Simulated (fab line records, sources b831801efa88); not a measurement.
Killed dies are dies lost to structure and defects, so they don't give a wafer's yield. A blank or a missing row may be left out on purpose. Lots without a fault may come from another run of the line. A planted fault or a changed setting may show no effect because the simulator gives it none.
fab line records | flow sky130
record lots=5 wafers=15 last_day=50
route steps=708 shown SD_P@359 RES_XHIGH@360 SALICIDE@361 LI_CONTACT@362 PAD_OPEN@708
lots that met no fault: from a run of the same line without faults
start_h: hours from the record's first day to the start of the lot's first wafer shown | wait_h: hours since the lot's step before | " the same as in the row above | L1.1+2: a row that stands for several wafers | - no value, or no start given | * or withheld: withheld | < > ~ a bound
route shown NAME@n: a module of which the file shows steps, and the number in the route of the first | usual: mean/standard deviation of fault-free wafers | same: alike in all rows | chamber/n: place in a boat | sites: the reading at each site | _std_site: their standard deviation | _edge_site: outer sites' mean less inner sites' | radius_mm: how far each site lies from the wafer's centre | mask NAME#n: copy n | behind: the tool/chamber that last shaped the wafer | hold: why the lot was held/for how many hours/how that ended | device: the transistor (n, p or np) that didn't switch | end of line: the same wafers' tests at the end of the route | a step without rows: its recipe alone | killed: dies lost to structure and defects at the first sort, not the wafer's yield | map: a wafer's dies, x killed, . not, _ none there
set.NAME: the setting as run; set.NAME@STEP: as run at that earlier step | model.NAME: the simulator's own value behind a step, which no gauge read
lots at some steps of the route; a table a step, a row a wafer
services: from which hour (start_h, from the record's first day; less than 0 if before it) a tool's chamber was out of use, for how many hours, and why
## steps
# step SKY_SD_N_RS_MEAS_17
# recipe thk_meas_gauge=four-point-probe
# usual SD_P_RS=147.1/0.35
# columns lot.wafer tool chamber start_h wait_h SD_P_RS[ohm/sq]
L760.1 film_metro-02 - 752.58 0.1 147.1
L760.2 " - " " 147.4
L760.5 " - " " 147.2
L764.2 film_metro-03 - 789.67 0.1 147.1
L764.3 " - " " 146.6
L764.6 " - " " 146.9
L763.2 film_metro-03 - 794.10 0.1 147.0
L763.3 " - " " 146.6
L763.6 " - " " 146.8
L768.2 film_metro-01 - 801.52 0.1 146.5
L768.3 " - " " 146.0
L768.6 " - " " 146.8
L772.1 film_metro-03 - 829.68 0.1 147.4
L772.3 " - " " 147.0
L772.6 " - " " 146.6
# step SKY_SD_N_RS_MEAS_18
# recipe thk_meas_gauge=four-point-probe
# usual RES_XHIGH_RS=333.2/1.2
# columns lot.wafer tool chamber start_h wait_h RES_XHIGH_RS[ohm/sq]
L760.1 film_metro-02 - 752.70 0.1 332.0
L760.2 " - " " 332.2
L760.5 " - " " 333.3
L764.2 film_metro-03 - 789.79 0.1 333.7
L764.3 " - " " 333.5
L764.6 " - " " 333.0
L763.2 film_metro-03 - 794.22 0.1 332.6
L763.3 " - " " 333.6
L763.6 " - " " 333.2
L768.2 film_metro-01 - 801.64 0.1 331.6
L768.3 " - " " 333.1
L768.6 " - " " 333.9
L772.1 film_metro-03 - 829.80 0.1 332.8
L772.3 " - " " 332.9
L772.6 " - " " 332.2
# step SKY_SALICIDE_CLEAN_00
# recipe chemistry=HF-last time_s=30 dilution=100:1 dry=ipa_marangoni
# step SKY_LI_CONTACT_HDPCVD_00
# recipe material=PSG target_thk_nm=930 sigma_open_frac=0.3 time_s=155 temp_c=600 sih4_flow_sccm=60 pressure_mtorr=6
# step SKY_LI_CONTACT_THK_MEAS_01
# recipe reads=PSG_of_LI_CONTACT_HDPCVD_00
# usual LI_CONTACT_HDPCVD_THK=932/11
# columns lot.wafer tool chamber start_h wait_h LI_CONTACT_HDPCVD_THK[nm]
L760.1 film_metro-01 - 752.94 0.1 945
L760.2 " - " " 931
L760.5 " - " " 947
L764.2 film_metro-03 - 790.02 0.1 940
L764.3 " - " " 938
L764.6 " - " " 945
L763.2 film_metro-01 - 794.48 0.1 938
L763.3 " - " " 925
L763.6 " - " " 946
L768.2 film_metro-03 - 801.87 0.1 938
L768.3 " - " " 933
L768.6 " - " " 944
L772.1 film_metro-01 - 830.04 0.1 924
L772.3 " - " " 933
L772.6 " - " " 928
# step SKY_LI_CONTACT_CMP_02
# recipe material=PSG down_force_psi=4 platen_rpm=60 pad_velocity_m_s=0.94248
# usual motor_current_A=11.2/1 slurry_flow_ml_min=150.1/0.47 time_to_endpoint_s=32.5/2.6
# columns lot.wafer tool chamber start_h wait_h motor_current_A slurry_flow_ml_min time_to_endpoint_s
L760.1 cmp-01 0 753.00 0.1 10.5 151.1 33.7
L760.2 " 1 " " 11.8 150.6 30.0
L760.5 " 1 " " 12.6 151.2 31.5
L764.3 cmp-01 1 790.66 0.6 12.6 150.7 32.7
L764.2 " 2 " " 11.3 149.9 36.6
L764.6 " 0 " " 10.0 150.0 35.3
L763.3 cmp-01 2 794.58 0.1 11.0 149.7 34.9
L763.2 " 0 " " 10.3 150.3 34.6
L763.6 " 2 " " 10.9 150.2 36.1
L768.2 cmp-02 0 801.92 0.0 10.4 149.8 30.9
L768.3 " 1 " " 12.3 150.2 30.0
L768.6 " 0 " " 11.5 150.5 30.3
L772.1 cmp-02 1 830.20 0.1 12.3 149.0 29.4
L772.3 " 2 " " 12.0 149.9 34.0
L772.6 " 3 " " 10.2 150.1 36.6
# step SKY_LI_CONTACT_BOW_MEAS_03
# recipe mode=bow
# usual LI_CONTACT_BOW=57/7.2
# columns lot.wafer tool chamber start_h wait_h LI_CONTACT_BOW[um]
L760.1 film_metro-02 - 753.30 0.2 57
L760.2 " - " " 62
L760.5 " - " " 55
L764.2 film_metro-03 - 790.88 0.1 60
L764.3 " - " " 42
L764.6 " - " " 45
L763.2 film_metro-03 - 794.85 0.1 71
L763.3 " - " " 53
L763.6 " - " " 62
L768.2 film_metro-01 - 802.24 0.3 59
L768.3 " - " " 58
L768.6 " - " " 53
L772.1 film_metro-01 - 830.40 0.1 61
L772.3 " - " " 63
L772.6 " - " " 60
# step SKY_LI_CONTACT_DEHYDRATE_04
# recipe temp_c=200 time_s=60
# step SKY_LI_CONTACT_HMDS_05
# recipe prime_time_s=60 prime_temp_c=120
# step SKY_LI_CONTACT_COAT_06
# recipe resist=BARC temp_c=withheld time_s=withheld spin_rpm=3000 resist_thk_nm=60
# step SKY_LI_CONTACT_COAT_07
# recipe resist=KrF-thick spin_rpm=3000 resist_thk_nm=450
# step SKY_LI_CONTACT_SOFTBAKE_08
# recipe temp_c=100 time_s=90 resist=KrF-thick
# step SKY_LI_CONTACT_EXPOSE_09
# recipe mask_id=LICM1 na=0.8 source_shape=annular sigma_inner=0.55 sigma_outer=0.85 target_cd_nm=170 dose_mj=38.76
# columns lot.wafer tool chamber start_h wait_h mask
L760.1+2+5 krf_scanner-02 0 767.47 - LICM1#0
L764.2+3+6 krf_scanner-01 0 804.06 - LICM1_R1#0
L763.2+3+6 krf_scanner-02 0 808.39 - LICM1#0
L768.2+3+6 krf_scanner-02 0 815.74 - LICM1#0
L772.1+3+6 krf_scanner-01 0 843.75 - LICM1#0
# step SKY_LI_CONTACT_PEB_10
# recipe peb_temp_c=withheld peb_time_s=withheld resist=KrF-thick
# step SKY_LI_CONTACT_DEVELOP_11
# recipe develop_time_s=60 resist=KrF-thick dev_temp_c=21
# step SKY_LI_CONTACT_CD_MEAS_12
# recipe target_cd_nm=170
# usual cd_nm=169.9/1.5
# columns lot.wafer tool chamber start_h wait_h cd_nm
L760.1 cd_sem-01 - 780.54 - 169.1
L760.2 " - " " 169.8
L760.5 " - " " 169.8
L764.2 cd_sem-02 - 817.74 - 148.4
L764.3 " - " " 149.4
L764.6 " - " " 147.0
L763.2 cd_sem-01 - 821.61 - 167.3
L763.3 " - " " 167.5
L763.6 " - " " 168.1
L768.2 cd_sem-01 - 828.44 - 170.9
L768.3 " - " " 169.6
L768.6 " - " " 170.9
L772.1 cd_sem-01 - 855.97 - 169.8
L772.3 " - " " 169.0
L772.6 " - " " 169.8
# step SKY_LI_CONTACT_OVL_MEAS_13
# usual LI_CONTACT_OVL=0/4.9
# columns lot.wafer tool chamber start_h wait_h LI_CONTACT_OVL[nm]
L760.1 overlay-01 - 780.66 0.1 -4
L760.2 " - " " 0
L760.5 " - " " -4
L764.2 overlay-02 - 817.85 0.1 -1
L764.3 " - " " -3
L764.6 " - " " 0
L763.2 overlay-01 - 821.72 0.1 2
L763.3 " - " " 2
L763.6 " - " " 5
L768.2 overlay-01 - 828.55 0.1 9
L768.3 " - " " 12
L768.6 " - " " 3
L772.1 overlay-02 - 856.09 0.1 1
L772.3 " - " " 0
L772.6 " - " " -1
# step SKY_LI_CONTACT_ETCH_14
# recipe chemistry=N2/H2 target=BARC ion_energy_ev=200 source_w=500 bias_w=100 pressure_mtorr=30 n2_flow_sccm=100 h2_flow_sccm=200 stop_on=SiO2 time_s=45.9 target_depth_a=600
# usual drypump_motor_current_A=5.7/0.41 h2_flow_sccm=200.0/0.68 oes_product_au=0.854/0.0042 rf_fwd_power_W=494.4/2.5 throttle_valve_pct=13.224/0.0098
# columns lot.wafer tool chamber start_h wait_h drypump_motor_current_A h2_flow_sccm oes_product_au rf_fwd_power_W rf_hours_counter_h throttle_valve_pct model.LI_CONTACT.cd_nm
L760.1 rie_diel-02 1 780.70 0.0 5.4 198.1 0.859 495.0 11 13.239 169.3
L760.2 " 2 " " 6.3 200.1 0.853 492.8 6 13.243 168.6
L760.5 " 2 " " 6.3 199.2 0.849 496.6 - 13.219 169.4
L764.2 rie_diel-02 1 817.88 0.0 5.4 199.4 0.852 489.0 12 13.228 148.4
L764.3 " 3 " " 6.0 198.9 0.859 493.0 12 13.224 148.7
L764.6 " 1 " " 5.4 199.6 0.849 494.4 - 13.223 147.4
L763.2 rie_diel-04 1 821.75 0.0 5.7 200.6 0.859 499.0 12 13.209 166.6
L763.3 " 3 " " 5.0 199.7 0.858 492.6 10 13.222 167.5
L763.6 " 2 " " 5.3 200.0 0.855 493.2 - 13.225 168.7
L768.2 rie_diel-01 3 828.58 0.0 5.3 200.4 0.857 496.1 10 13.233 170.6
L768.3 " 2 " " 6.3 200.6 0.853 495.5 18 13.206 168.6
L768.6 " 1 " " 5.8 200.2 0.860 491.6 - 13.217 171.7
L772.1 rie_diel-04 0 856.13 0.0 5.0 199.8 0.850 498.4 19 13.218 170.2
L772.3 " 1 " " 5.7 200.1 0.854 496.7 13 13.213 168.8
L772.6 " 3 " " 5.0 199.8 0.856 491.7 - 13.241 168.7
# step SKY_LI_CONTACT_ETCH_15
# recipe target=PSG chemistry=C4F8/O2/Ar stop_on=Si taper_deg=4.15 mask_material=KrF-thick source_w=1500 bias_w=1200 pressure_mtorr=40 c4f8_flow_sccm=withheld O2_flow_sccm=6 Ar_flow_sccm=300 time_s=withheld target_depth_a=6000
# usual oes_product_au=0.837/0.0045 rf_fwd_power_W=1491/4.8
# columns lot.wafer tool chamber start_h wait_h oes_product_au rf_fwd_power_W model.LI_CONTACT.cd_nm
L760.1 rie_diel-02 1 780.74 0.0 0.837 1492 170.1
L760.2 " 2 " " 0.828 1497 169.6
L760.5 " 2 " " 0.843 1498 170.1
L764.2 rie_diel-02 1 817.92 0.0 0.838 1490 148.6
L764.3 " 3 " " 0.842 1490 147.4
L764.6 " 1 " " 0.835 1490 147.6
L763.2 rie_diel-04 1 821.79 0.0 0.836 1485 166
L763.3 " 3 " " 0.822 1486 166
L763.6 " 2 " " 0.832 1494 168.5
L768.2 rie_diel-01 3 828.62 0.0 0.829 1490 171.2
L768.3 " 2 " " 0.843 1492 168.7
L768.6 " 1 " " 0.847 1493 172.1
L772.1 rie_diel-04 0 856.17 0.0 0.831 1494 169.5
L772.3 " 1 " " 0.837 1498 167.7
L772.6 " 3 " " 0.839 1494 167.3
# step SKY_LI_CONTACT_STRIP_16
# recipe chemistry=O2/N2 power_w=1400 pressure_mtorr=1500 platen_temp_c=withheld o2_flow_sccm=3000 n2_flow_sccm=300 overash_fraction=0.5
# usual drypump_motor_current_A=5.9/0.36 oes_product_au=0.375/0.0051 strip_time_to_endpoint_s=3.49/0.032
# columns lot.wafer tool chamber start_h wait_h drypump_motor_current_A oes_product_au rf_hours_counter_h strip_time_to_endpoint_s
L760.1 plasma_asher-04 1 780.82 - 5.5 0.369 4 3.46
L760.2 " 0 " " 6.3 0.371 4 3.41
L760.5 " 0 " " 6.2 0.377 - 3.43
L764.2 plasma_asher-01 0 818.01 - 5.4 0.377 69 3.50
L764.3 " 0 " " 5.4 0.369 - 3.46
L764.6 " 0 " " 5.4 0.378 - 3.53
L763.2 plasma_asher-03 1 821.87 - 5.9 0.361 36 3.46
L763.3 " 1 " " 5.9 0.376 - 3.50
L763.6 " 0 " " 6.3 0.376 - 3.53
L768.2 plasma_asher-01 1 828.71 - 6.2 0.376 70 3.54
L768.3 " 1 " " 6.2 0.384 - 3.50
L768.6 " 1 " " 6.2 0.371 - 3.48
L772.1 plasma_asher-01 1 856.26 - 6.2 0.369 73 3.47
L772.3 " 1 " " 6.2 0.379 - 3.46
L772.6 " 0 " " 5.4 0.377 - 3.49
# step SKY_PAD_OPEN_PROBE_99
# usual killed_at_M0_to_M3=43/7.7 killed_at_M4_up=3.4/1.9 killed_at_contacts=25/5.6 killed_at_front_end=14/4.3 killed_at_other=0.2/0.5 killed_dies=86/10 killed_open=47/7.2 killed_short=39/6.7
# same gross_dies=492 killed_at_back_side=0
# columns lot.wafer tool chamber start_h wait_h killed_at_M0_to_M3 killed_at_M4_up killed_at_contacts killed_at_front_end killed_at_other killed_dies killed_open killed_short model.etest.licon_pdiff.rc_ohm model.etest.pfet_g5v0d10v5.r_on_ohm_um model.etest.pfet_01v8.r_on_ohm_um model.etest.licon_high_po.rc_ohm model.etest.nfet_g5v0d10v5.r_on_ohm_um model.etest.licon_ndiff.rc_ohm model.etest.nfet_01v8.r_on_ohm_um model.etest.sonos_uncharged.r_on_ohm_um
L760.1 prober-01 - 1153.21 0.1 34 6 27 9 0 76 43 33 592.9 4755 2826 349.2 1908 175.5 838.5 798.8
L760.2 prober-01 - 1153.26 0.1 54 7 12 11 0 84 47 37 555.9 4735 2883 349.3 1895 177.8 832.8 797.7
L760.5 prober-01 - 1153.41 0.2 37 3 22 11 0 73 40 33 583.5 4760 2939 350.9 1904 178.8 851.6 807.4
L764.2 prober-02 - 1174.95 0.1 59 6 25 15 0 105 49 55 728 4902 2956 420.8 1939 217.6 874.2 846.9
L764.3 prober-02 - 1175.00 0.2 49 2 30 20 0 101 56 40 714.8 4917 3044 427.9 1940 227.6 893.1 849.2
L764.6 prober-02 - 1175.15 0.2 49 0 35 11 1 96 51 39 705.7 4879 3005 424.6 1949 221.4 867 849.6
L763.2 prober-02 - 1178.34 0.1 40 2 25 13 0 80 41 39 597.5 4768 2913 363.9 1860 183.2 851.9 826.7
L763.3 prober-02 - 1178.39 0.2 41 5 31 11 1 89 44 45 599.4 4856 2961 349.3 1883 184.7 879.2 818.8
L763.6 prober-02 - 1178.54 0.2 43 6 31 10 0 90 44 46 607.3 4817 2866 365.1 1887 184.6 865.5 793.8
L768.2 prober-01 - 1186.31 0.1 43 10 23 9 1 86 51 35 588.4 4779 2884 344.1 1868 186.4 834.1 821.4
L768.3 prober-01 - 1186.36 0.2 51 7 21 15 0 94 45 49 606.2 4772 2805 341.6 1877 182.4 821.8 803.1
L768.6 prober-01 - 1186.51 0.2 48 3 23 19 0 93 59 34 580.3 4713 2843 339 1856 180.7 826.8 822.7
L772.1 prober-01 - 1203.95 0.1 51 6 26 7 0 90 49 41 577.3 4842 2958 365.8 1907 177.6 836.5 821.2
L772.3 prober-01 - 1204.05 0.2 40 2 21 15 0 78 37 41 577.8 4826 2959 358.2 1905 184.6 833.4 818.3
L772.6 prober-01 - 1204.20 0.2 48 1 34 15 0 98 60 38 623.4 4850 2907 349.9 1898 185.7 829 804.1
# killed by level:class
L760.1 VIA1:geometric_particle:open=12 LI_CONTACT:geometric_particle:open=11 CONTACT:geometric_particle:open=6 LOCAL_INTERCONNECT:geometric_particle:short=5 VIA2:geometric_particle:open=5 METAL4:geometric_particle:short=5 CONTACT:geometric_particle:short=4 VIA1:geometric_particle:short=4
L760.2 VIA2:geometric_particle:open=12 VIA1:geometric_particle:open=9 METAL1:geometric_particle:short=8 VIA3:geometric_particle:open=8 METAL4:geometric_particle:short=5 CONTACT:geometric_particle:open=4 VIA2:geometric_particle:short=4 VIA3:geometric_particle:short=4
L760.5 VIA1:geometric_particle:open=9 CONTACT:geometric_particle:open=8 LI_CONTACT:geometric_particle:open=7 VIA1:geometric_particle:short=5 METAL2:geometric_particle:short=5 VIA2:geometric_particle:open=5 POLY_GATE:geometric_particle:short=4 METAL1:geometric_particle:short=4
L764.2 VIA1:geometric_particle:open=14 METAL2:geometric_particle:short=11 CONTACT:geometric_particle:open=7 METAL1:geometric_particle:short=7 CONTACT:geometric_particle:short=6 FIELD_ISO:geometric_particle:open=5 METAL4:geometric_particle:short=5 LI_CONTACT:geometric_particle:open=5
L764.3 VIA1:geometric_particle:open=15 CONTACT:geometric_particle:open=8 METAL2:geometric_particle:short=8 LI_CONTACT:geometric_particle:open=7 VIA2:geometric_particle:open=7 FIELD_ISO:geometric_particle:open=6 POLY_GATE:geometric_particle:short=6 VIA1:geometric_particle:short=6
L764.6 CONTACT:geometric_particle:open=16 VIA1:geometric_particle:open=9 VIA3:geometric_particle:open=7 CONTACT:geometric_particle:short=6 LI_CONTACT:area_expose=6 VIA2:geometric_particle:short=5 VIA2:geometric_particle:open=5 METAL3:geometric_particle:short=5
L763.2 CONTACT:geometric_particle:open=11 VIA1:geometric_particle:open=11 METAL1:geometric_particle:short=6 METAL2:geometric_particle:short=6 POLY_GATE:geometric_particle:open=5 LI_CONTACT:geometric_particle:open=5 FIELD_ISO:geometric_particle:short=4 CONTACT:geometric_particle:short=4
L763.3 LI_CONTACT:geometric_particle:open=10 METAL1:geometric_particle:short=9 CONTACT:geometric_particle:open=9 VIA1:geometric_particle:open=7 LOCAL_INTERCONNECT:geometric_particle:short=5 VIA3:geometric_particle:open=5 VIA1:geometric_particle:short=4 METAL2:geometric_particle:short=4
L763.6 CONTACT:geometric_particle:open=11 VIA1:geometric_particle:open=10 CONTACT:geometric_particle:short=8 VIA2:geometric_particle:open=7 LI_CONTACT:geometric_particle:open=6 VIA1:geometric_particle:short=6 METAL2:geometric_particle:short=6 METAL4:geometric_particle:short=5
L768.2 CONTACT:geometric_particle:open=11 VIA1:geometric_particle:open=11 METAL4:geometric_particle:short=8 VIA2:geometric_particle:open=6 VIA3:geometric_particle:open=6 METAL1:geometric_particle:short=5 METAL2:geometric_particle:short=5 LI_CONTACT:geometric_particle:open=4
L768.3 METAL2:geometric_particle:short=10 LI_CONTACT:geometric_particle:open=8 VIA3:geometric_particle:open=8 CONTACT:geometric_particle:open=7 VIA1:geometric_particle:short=7 VIA1:geometric_particle:open=6 FIELD_ISO:geometric_particle:short=5 VIA2:geometric_particle:short=5
L768.6 VIA1:geometric_particle:open=13 VIA2:geometric_particle:open=9 CONTACT:geometric_particle:open=8 FIELD_ISO:geometric_particle:open=6 LI_CONTACT:geometric_particle:open=6 CONTACT:geometric_particle:short=6 VIA1:geometric_particle:short=6 VIA3:geometric_particle:open=5
L772.1 VIA3:geometric_particle:open=11 VIA1:geometric_particle:open=9 CONTACT:geometric_particle:open=7 LI_CONTACT:geometric_particle:open=6 METAL2:geometric_particle:short=6 LOCAL_INTERCONNECT:geometric_particle:short=5 VIA3:geometric_particle:short=5 METAL4:geometric_particle:short=5
L772.3 VIA1:geometric_particle:open=7 FIELD_ISO:geometric_particle:open=6 METAL2:geometric_particle:short=6 CONTACT:geometric_particle:open=5 VIA3:geometric_particle:open=5 LI_CONTACT:geometric_particle:open=5 FIELD_ISO:geometric_particle:short=4 LOCAL_INTERCONNECT:geometric_particle:short=4
L772.6 CONTACT:geometric_particle:open=14 VIA1:geometric_particle:open=13 LI_CONTACT:geometric_particle:open=9 VIA3:geometric_particle:open=7 FIELD_ISO:geometric_particle:open=6 VIA1:geometric_particle:short=6 VIA2:geometric_particle:open=5 VIA3:geometric_particle:short=5
## services
# columns tool chamber start_h hours kind
krf_scanner-02 - 735.12 1.3 pm
krf_scanner-01 - 737.18 1.0 pm
rie_diel-02 1 743.77 8.0 repair
cmp-02 - 744.26 4.0 pm
cmp-02 - 763.98 7.1 repair
krf_scanner-01 - 766.75 2.8 repair
cmp-02 - 771.37 1.0 repair
krf_scanner-01 - 775.40 0.3 repair
rie_diel-02 - 776.58 2.3 repair
cmp-02 - 776.88 11.8 repair
krf_scanner-01 - 777.50 0.8 pm
rie_diel-02 3 779.52 8.4 repair
cmp-02 - 783.87 12.0 repair
krf_scanner-02 - 792.12 0.8 pm
cmp-01 - 796.02 7.4 pm
rie_diel-01 1 805.35 5.7 repair
plasma_asher-01 - 811.63 5.2 repair
cmp-02 - 812.85 1.7 repair
plasma_asher-01 - 813.31 1.7 repair
cmp-02 - 814.53 3.2 pm
krf_scanner-02 - 820.62 1.0 pm
rie_diel-02 1 824.95 49.5 repair
cmp-01 - 832.54 1.8 repair
cmp-01 - 837.20 4.2 pm
## key
first_sign step=SKY_LI_CONTACT_EXPOSE_09 reading=mask direction=changed
effect step=SKY_LI_CONTACT_CD_MEAS_12 reading=cd_nm direction=down sigmas=14 usual=169.9 struck=148.3
model_effect step=SKY_LI_CONTACT_ETCH_14 value=LI_CONTACT.cd_nm without=168.2 struck=148.2
model_effect step=SKY_LI_CONTACT_ETCH_15 value=LI_CONTACT.cd_nm without=167.9 struck=147.9
model_effect step=SKY_PAD_OPEN_PROBE_99 value=etest.licon_pdiff.rc_ohm without=588.1 struck=716.2
met_at SKY_LI_CONTACT_EXPOSE_09
struck_wafers L764.2,L764.3,L764.6
tester_left_out L764
fault kind=wrong_mask tool=any chamber=- onset_h=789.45 steps=SKY_LI_CONTACT_EXPOSE_09 aux_copy=LICM1_R1#0 cd_offset_nm=-20 scope=struck_lots_only
# tester_left_out: of these lots the tester's yield and bins aren't shown, on N5 and GAA mostly nor the transistor test; their killed dies are dies lost to structure and defects alone, not to doping, threshold or leakage, so they don't give the yield
